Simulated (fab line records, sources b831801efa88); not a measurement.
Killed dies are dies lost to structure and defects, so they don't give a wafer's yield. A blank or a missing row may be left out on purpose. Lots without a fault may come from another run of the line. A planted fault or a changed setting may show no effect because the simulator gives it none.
Which tool did it? | flow sfq_line | 7 lots, 21 wafers sampled, at 1 step of a route of 325

WHAT THE GAUGES READ, wafer by wafer
SFQ_M2_OVL_MEAS_916.
lot  | measured     | on         | M2_OVL (nm)
L888 | day 20 14:52 | overlay-02 | 3 0 0
L893 | day 22 18:14 | overlay-02 | 0 0 -1
L897 | day 24 13:25 | overlay-01 | 9 5 6
L902 | day 25 23:27 | overlay-02 | -1 -1 -2
L905 | day 27 02:05 | overlay-01 | -3 -3 3
L907 | day 27 21:48 | overlay-02 | 3 9 2
L909 | day 34 11:13 | overlay-01 | 15 10 11

WHICH TOOL RAN EACH LOT (tool, then ch and the chambers of the sampled wafers, then the start)
The record holds no process step before these readings.

THE ANSWER, worked out from the rows above alone
Rule: what is usual is taken from the lots themselves. Put in order of their means at a reading, lots are off if they are a third of the lots or fewer, leave a main group of 4 or more, and stand apart from it by a gap of 3 or more times the standard deviation of the main group's means; of several such gaps the widest counts. A main group whose means are all the same, to the digits that the tables above print for the reading, isn't used. A lot without any number at a reading at which 4 lots or more have one is off too. The other lots that the step has rows for count as sound.
No lot is off at any reading shown: from this, nothing can be told.

WHAT THE SIMULATOR HAD PUT IN
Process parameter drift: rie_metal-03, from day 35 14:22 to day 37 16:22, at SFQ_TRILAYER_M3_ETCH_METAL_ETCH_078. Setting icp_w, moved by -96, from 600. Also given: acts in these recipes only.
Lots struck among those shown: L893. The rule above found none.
